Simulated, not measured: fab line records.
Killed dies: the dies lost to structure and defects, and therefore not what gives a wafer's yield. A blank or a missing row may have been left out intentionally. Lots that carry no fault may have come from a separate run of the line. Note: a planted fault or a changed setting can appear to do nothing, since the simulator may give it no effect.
Which tool is to blame? -- flow sky130 -- 6 lots with 18 wafers sampled at 3 steps, on a route of 708 steps

## WHAT THE GAUGES SHOWED, per wafer
SKY_VT_ADJUST_HVTR_TW_MEAS_11.
lot,measured,on,VT_ADJUST_HVTR_TW
L678,day 9 20:49,filmMetro-02,212.8 214.6 213.8
L682,day 11 01:55,filmMetro-04,211.5 211.1 212.8
L685,day 11 23:53,filmMetro-04,211.8 212.3 210.4
L694,day 14 17:25,filmMetro-01,201.1 203.6 202.4
L696,day 15 09:38,filmMetro-04,208.7 210.5 209.5
L700,day 17 03:11,filmMetro-04,210.3 211.7 210.1

## EACH LOT AND THE TOOL THAT RAN IT (in order: tool; ch and the chambers of the sampled wafers; start)
lot,SKY_NWELL_STRIP_25,SKY_VT_ADJUST_HVTR_IMPLANT_09
L678,"plasmaAsher-03 ch 0,1, day 5 15:26","implanter-04 ch 0, day 9 20:35"
L682,"plasmaAsher-01 ch 0,1, day 6 13:53","implanter-04 ch 0, day 11 01:40"
L685,"plasmaAsher-03 ch 0,1, day 7 08:08","implanter-03 ch 0, day 11 23:40"
L694,"plasmaAsher-03 ch 1, day 9 14:34","implanter-04 ch 0, day 14 17:11"
L696,"plasmaAsher-01 ch 0,1, day 10 02:35","implanter-02 ch 0, day 15 09:23"
L700,"plasmaAsher-02 ch 0, day 11 12:44","implanter-03 ch 0, day 17 02:56"
- SKY_NWELL_STRIP_25: strips in O2/N2.
- SKY_VT_ADJUST_HVTR_IMPLANT_09

## THE ANSWER, worked out from the rows above alone
Rule: what is usual is taken from the lots themselves. The widest of any qualifying gaps counts: lots, ordered by their means at a reading, are off when they make up no more than a third of the lots, leave a main group of 4 or more, and stand apart from it by 3 or more times the standard deviation of that group's means. Not used: any main group whose means are identical at the precision the tables above print for the reading. Also off: a lot with no number at a reading for which 4 or more lots have one. All remaining lots with rows at the step are treated as sound.
Off: at SKY_VT_ADJUST_HVTR_TW_MEAS_11 (VT_ADJUST_HVTR_TW), L694. The main group has a mean of 211.5 with a standard deviation of 1.4.
A tool fits if, at a process step before that reading, it ran every lot that is off, and no sound lot after the first of them. Gauges at SKY_VT_ADJUST_HVTR_TW_MEAS_11: tried the same way as those tools. Can't be told from this: 3 tools fit, plasmaAsher-03 at SKY_NWELL_STRIP_25, implanter-04 at SKY_VT_ADJUST_HVTR_IMPLANT_09, filmMetro-01 at SKY_VT_ADJUST_HVTR_TW_MEAS_11.

## WHAT THE SIMULATOR HAD PUT IN
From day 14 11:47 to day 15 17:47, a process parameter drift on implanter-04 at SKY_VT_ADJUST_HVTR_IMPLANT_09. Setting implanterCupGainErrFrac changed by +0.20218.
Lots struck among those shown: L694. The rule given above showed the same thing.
